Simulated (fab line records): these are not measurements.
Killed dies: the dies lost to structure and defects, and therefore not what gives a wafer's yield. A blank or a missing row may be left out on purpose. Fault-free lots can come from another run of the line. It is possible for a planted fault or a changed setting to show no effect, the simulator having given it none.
fab line records -- flow sky130
[record] lots = 14, wafers = 42, lastDay = 50
route steps=708 shown LDD_N@245
lots that met no fault: from a run of the same line without faults
startH: start of the lot's first displayed wafer, in hours after the record's first day -- waitH: hours elapsed since this lot's preceding step -- " unchanged from the row above -- L1.1+2: one row covering several wafers at once -- - no value present, or no start provided -- * or withheld: withheld -- < > ~ a bound
route shown NAME@n: NAME is a module with steps in the file, n the number in the route of the first one -- usual: mean/standard deviation of fault-free wafers -- same: alike in all rows -- chamber/n: place in a boat -- sites: per-site readings -- _std_site: their standard deviation -- _edge_site: inner sites' mean taken away from outer sites' mean -- radiusMm: for every site, how far away it sits from the centre of the wafer -- mask NAME#n: copy n -- behind: tool/chamber where the wafer was last shaped -- hold: why the lot went on hold/how many hours it stayed there/how the hold came to an end -- device: names the non-switching transistor (n, p or np) -- end of line: the route-end tests of the same wafers -- a step without rows: its recipe alone -- killed: dies lost to structure and defects at the first sort, not the wafer's yield -- map: a wafer's dies, x killed, . not, _ none there
set.NAME: the setting that was run; set.NAME@STEP: the one run at that earlier step -- model.NAME: the simulator's own value behind a step, which no gauge read
route steps across a sampled set of lots; one table per step, one row per wafer
services: a tool's chamber out of use, with start hour (startH, from the record's first day; less than 0 if before it), hours out, and reason
[[steps]]
[step SKY_LDD_N_IMPLANT_08]
[recipe] species = As, energyKev = 20, doseCm2 = 7.5e+13, tiltDeg = withheld, rotationDeg = 23
[usual] beamOnS = 9.97/0.22, doseIonsCm2 = 7.501e+13/8e+10, faradayCurrentUA = 424/9.3
lot.wafer,tool,chamber,startH,waitH,beamOnS,doseIonsCm2,faradayCurrentUA
L115.1,implanter-02,0,402.13,0.0,9.88,7.503e+13,427
L115.4,implanter-02,0,402.13,0.0,10.29,7.498e+13,411
L115.6,implanter-02,0,402.13,0.0,9.79,7.494e+13,431
L116.4,implanter-01,0,406.20,0.1,9.66,7.509e+13,437
L116.5,implanter-01,0,406.20,0.1,9.87,7.489e+13,428
L116.6,implanter-01,0,406.20,0.1,9.78,7.498e+13,430
L117.1,implanter-02,0,415.39,0.0,10.41,7.488e+13,403
L117.3,implanter-02,0,415.39,0.0,9.99,7.49e+13,425
L117.6,implanter-02,0,415.39,0.0,9.93,7.504e+13,424
L118.1,implanter-02,0,419.49,0.0,10.15,7.501e+13,418
L118.3,implanter-02,0,419.49,0.0,9.96,7.493e+13,426
L118.5,implanter-02,0,419.49,0.0,9.95,7.506e+13,426
L119.2,implanter-04,0,437.21,0.0,9.93,7.495e+13,428
L119.3,implanter-04,0,437.21,0.0,9.55,7.497e+13,442
L119.4,implanter-04,0,437.21,0.0,10.10,7.494e+13,419
L121.1,implanter-02,0,461.79,0.0,9.77,7.507e+13,433
L121.2,implanter-02,0,461.79,0.0,9.96,7.511e+13,426
L121.5,implanter-02,0,461.79,0.0,9.98,7.503e+13,423
L122.3,implanter-02,0,467.88,0.1,10.02,7.513e+13,421
L122.4,implanter-02,0,467.88,0.1,9.77,7.499e+13,434
L122.5,implanter-02,0,467.88,0.1,9.94,7.498e+13,423
L124.2,implanter-02,0,485.70,0.0,9.85,7.504e+13,430
L124.4,implanter-02,0,485.70,0.0,10.01,7.501e+13,422
L124.6,implanter-02,0,485.70,0.0,10.53,7.513e+13,401
L125.2,implanter-04,0,497.77,0.0,9.89,7.512e+13,427
L125.3,implanter-04,0,497.77,0.0,10.10,7.497e+13,417
L125.5,implanter-04,0,497.77,0.0,9.83,7.499e+13,428
L129.1,implanter-01,0,533.68,0.0,9.86,7.503e+13,429
L129.2,implanter-01,0,533.68,0.0,9.99,7.515e+13,420
L129.6,implanter-01,0,533.68,0.0,10.32,7.494e+13,410
L130.1,implanter-04,0,540.93,0.0,55.02,5.1543e+14,528
L130.3,implanter-04,0,540.93,0.0,54.06,5.1561e+14,536
L130.5,implanter-04,0,540.93,0.0,55.76,5.1545e+14,522
L133.3,implanter-04,0,561.54,0.1,56.92,5.1545e+14,511
L133.4,implanter-04,0,561.54,0.1,56.64,5.1557e+14,512
L133.6,implanter-04,0,561.54,0.1,53.64,5.1557e+14,542
L136.1,implanter-01,0,576.38,0.0,10.09,7.487e+13,417
L136.2,implanter-01,0,576.38,0.0,9.48,7.5e+13,446
L136.6,implanter-01,0,576.38,0.0,10.14,7.499e+13,417
L137.1,implanter-01,0,590.03,0.0,9.82,7.514e+13,432
L137.2,implanter-01,0,590.03,0.0,9.94,7.506e+13,426
L137.4,implanter-01,0,590.03,0.0,9.87,7.511e+13,429
[step SKY_LDD_N_STRIP_16]
[recipe] chemistry = O2/N2, powerW = 1400, pressureMtorr = 1500, platenTempC = withheld, o2FlowSccm = 3000, n2FlowSccm = 300, overashFraction = 0.5
[usual] drypumpMotorCurrentA = 6.14/0.21, o2FlowSccm = 2999/8, oesProductAu = 0.407/0.0046, stripTimeToEndpointS = 4.313/0.013
lot.wafer,tool,chamber,startH,waitH,drypumpMotorCurrentA,o2FlowSccm,oesProductAu,rfHoursCounterH,stripTimeToEndpointS
L115.1,plasmaAsher-03,1,403.33,0.1,6.16,3001,0.409,70,4.301
L115.4,plasmaAsher-03,1,403.33,0.1,6.17,2996,0.411,-,4.311
L115.6,plasmaAsher-03,0,403.33,0.1,5.95,3006,0.408,-,4.301
L116.4,plasmaAsher-03,0,407.36,0.1,5.95,3008,0.409,-,4.324
L116.5,plasmaAsher-03,1,407.36,0.1,6.14,2987,0.405,-,4.326
L116.6,plasmaAsher-03,0,407.36,0.1,5.95,3002,0.404,-,4.322
L117.1,plasmaAsher-03,0,416.59,0.1,5.95,2996,0.409,71,4.327
L117.3,plasmaAsher-03,0,416.59,0.1,5.96,3001,0.406,-,4.327
L117.6,plasmaAsher-03,0,416.59,0.1,5.95,2989,0.404,-,4.323
L118.1,plasmaAsher-04,1,420.69,0.1,6.25,3008,0.404,29,4.287
L118.3,plasmaAsher-04,1,420.69,0.1,6.25,2999,0.401,-,4.304
L118.5,plasmaAsher-04,0,420.69,0.1,6.37,2988,0.410,-,4.298
L119.2,plasmaAsher-03,1,438.38,0.1,6.17,2989,0.403,1,4.309
L119.3,plasmaAsher-03,1,438.38,0.1,6.19,2997,0.404,-,4.300
L119.4,plasmaAsher-03,0,438.38,0.1,5.96,2994,0.403,-,4.291
L121.1,plasmaAsher-03,0,462.99,0.1,5.95,3004,0.405,3,4.292
L121.2,plasmaAsher-03,1,462.99,0.1,6.15,3008,0.409,3,4.339
L121.5,plasmaAsher-03,1,462.99,0.1,6.13,3002,0.409,-,4.301
L122.3,plasmaAsher-01,0,469.07,0.1,5.82,3001,0.394,-,4.320
L122.4,plasmaAsher-01,1,469.07,0.1,6.36,2981,0.407,-,4.301
L122.5,plasmaAsher-01,1,469.07,0.1,6.34,3000,0.405,-,4.338
L124.2,plasmaAsher-04,0,486.88,0.1,6.33,2994,0.407,36,4.296
L124.4,plasmaAsher-04,0,486.88,0.1,6.34,3002,0.411,-,4.323
L124.6,plasmaAsher-04,0,486.88,0.1,6.31,2994,0.404,-,4.308
L125.2,plasmaAsher-01,0,498.94,0.1,5.84,3000,0.405,70,4.311
L125.3,plasmaAsher-01,1,498.94,0.1,6.37,3000,0.409,-,4.313
L125.5,plasmaAsher-01,0,498.94,0.1,5.83,2995,0.409,-,4.302
L129.1,plasmaAsher-01,1,534.88,0.1,6.38,3011,0.404,73,4.325
L129.2,plasmaAsher-01,0,534.88,0.1,5.80,3005,0.408,73,4.289
L129.6,plasmaAsher-01,0,534.88,0.1,5.84,2989,0.396,-,4.321
L130.1,plasmaAsher-04,0,542.13,0.1,6.37,3009,0.411,41,5.333
L130.3,plasmaAsher-04,1,542.13,0.1,6.23,3001,0.406,-,5.337
L130.5,plasmaAsher-04,1,542.13,0.1,6.26,3005,0.400,-,5.340
L133.3,plasmaAsher-01,1,562.73,0.1,6.40,2998,0.413,-,5.362
L133.4,plasmaAsher-01,0,562.73,0.1,5.82,2995,0.399,-,5.353
L133.6,plasmaAsher-01,0,562.73,0.1,5.81,3002,0.411,-,5.360
L136.1,plasmaAsher-01,0,577.58,0.1,5.83,2996,0.407,78,4.319
L136.2,plasmaAsher-01,1,577.58,0.1,6.35,2984,0.403,78,4.321
L136.6,plasmaAsher-01,0,577.58,0.1,5.83,3002,0.408,-,4.328
L137.1,plasmaAsher-01,1,591.23,0.1,6.38,2980,0.407,79,4.304
L137.2,plasmaAsher-01,0,591.23,0.1,5.84,3010,0.403,79,4.320
L137.4,plasmaAsher-01,0,591.23,0.1,5.82,3003,0.407,-,4.324
[step SKY_LDD_N_TW_MEAS_17]
[usual] LDD_N_TW = 2607/14
lot.wafer,tool,chamber,startH,waitH,LDD_N_TW
L115.1,filmMetro-03,-,403.43,0.1,2632
L115.4,filmMetro-03,-,403.43,0.1,2615
L115.6,filmMetro-03,-,403.43,0.1,2616
L116.4,filmMetro-04,-,407.46,0.1,2586
L116.5,filmMetro-04,-,407.46,0.1,2593
L116.6,filmMetro-04,-,407.46,0.1,2591
L117.1,filmMetro-01,-,416.69,0.1,2633
L117.3,filmMetro-01,-,416.69,0.1,2628
L117.6,filmMetro-01,-,416.69,0.1,2632
L118.1,filmMetro-04,-,420.79,0.1,2596
L118.3,filmMetro-04,-,420.79,0.1,2603
L118.5,filmMetro-04,-,420.79,0.1,2590
L119.2,filmMetro-01,-,438.49,0.1,2598
L119.3,filmMetro-01,-,438.49,0.1,2615
L119.4,filmMetro-01,-,438.49,0.1,2607
L121.1,filmMetro-04,-,463.09,0.1,2598
L121.2,filmMetro-04,-,463.09,0.1,2594
L121.5,filmMetro-04,-,463.09,0.1,2595
L122.3,filmMetro-01,-,469.15,0.1,2623
L122.4,filmMetro-01,-,469.15,0.1,2627
L122.5,filmMetro-01,-,469.15,0.1,2618
L124.2,filmMetro-04,-,486.99,0.1,2591
L124.4,filmMetro-04,-,486.99,0.1,2588
L124.6,filmMetro-04,-,486.99,0.1,2590
L125.2,filmMetro-03,-,499.05,0.1,2612
L125.3,filmMetro-03,-,499.05,0.1,2617
L125.5,filmMetro-03,-,499.05,0.1,2602
L129.1,filmMetro-01,-,534.98,0.1,2613
L129.2,filmMetro-01,-,534.98,0.1,2621
L129.6,filmMetro-01,-,534.98,0.1,2632
L130.1,filmMetro-01,-,542.23,0.1,2968
L130.3,filmMetro-01,-,542.23,0.1,2988
L130.5,filmMetro-01,-,542.23,0.1,2980
L133.3,filmMetro-04,-,562.81,0.1,2976
L133.4,filmMetro-04,-,562.81,0.1,2957
L133.6,filmMetro-04,-,562.81,0.1,2993
L136.1,filmMetro-04,-,577.68,0.1,2608
L136.2,filmMetro-04,-,577.68,0.1,2609
L136.6,filmMetro-04,-,577.68,0.1,2612
L137.1,filmMetro-03,-,591.33,0.1,2596
L137.2,filmMetro-03,-,591.33,0.1,2588
L137.4,filmMetro-03,-,591.33,0.1,2580
[[services]]
tool,chamber,startH,hours,kind
implanter-01,-,381.01,3.9,pm
implanter-04,-,383.76,3.8,pm
implanter-02,-,386.87,2.0,repair
plasmaAsher-03,-,421.25,9.0,pm
plasmaAsher-03,0,421.25,9.0,ventCycle
plasmaAsher-03,1,421.25,9.0,ventCycle
plasmaAsher-03,0,430.25,-,clean
plasmaAsher-03,1,430.25,-,clean
plasmaAsher-03,-,443.47,3.0,repair
implanter-04,-,470.48,3.2,pm
plasmaAsher-04,-,477.69,2.8,pm
implanter-01,-,488.37,3.3,repair
plasmaAsher-03,-,507.16,1.3,repair
plasmaAsher-01,-,511.22,2.0,repair
plasmaAsher-04,-,542.33,2.1,repair
implanter-02,-,559.18,7.7,pm
implanter-02,-,566.80,3.6,repair
plasmaAsher-04,-,588.81,0.4,repair
[[key]]
[firstSign] step = SKY_LDD_N_IMPLANT_08, reading = doseIonsCm2, direction = up, sigmas = 99+, usual = *, struck = *
[effect] step = SKY_LDD_N_IMPLANT_08, reading = beamOnS, direction = up, sigmas = 99+, usual = 9.97, struck = 55.34
[effect] step = SKY_LDD_N_STRIP_16, reading = stripTimeToEndpointS, direction = up, sigmas = 77, usual = *, struck = *
[effect] step = SKY_LDD_N_TW_MEAS_17, reading = LDD_N_TW, direction = up, sigmas = 26, usual = 2607, struck = 2977
metAt SKY_LDD_N_IMPLANT_08
struckLots L130,L133
testerLeftOut L130,L133
onsetBetween 497.77 540.93
[fault] kind = processParameterDrift, tool = implanter-04, chamber = -, onsetH = 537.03, steps = SKY_LDD_N_IMPLANT_08, channel = doseCm2, offset = *, shape = step, endH = 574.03, actsIn = *, stated = *
// testerLeftOut: of these lots the tester's yield and bins aren't shown, on N5 and GAA mostly nor the transistor test; their killed dies are dies lost to structure and defects alone, not to doping, threshold or leakage, so they don't give the yield
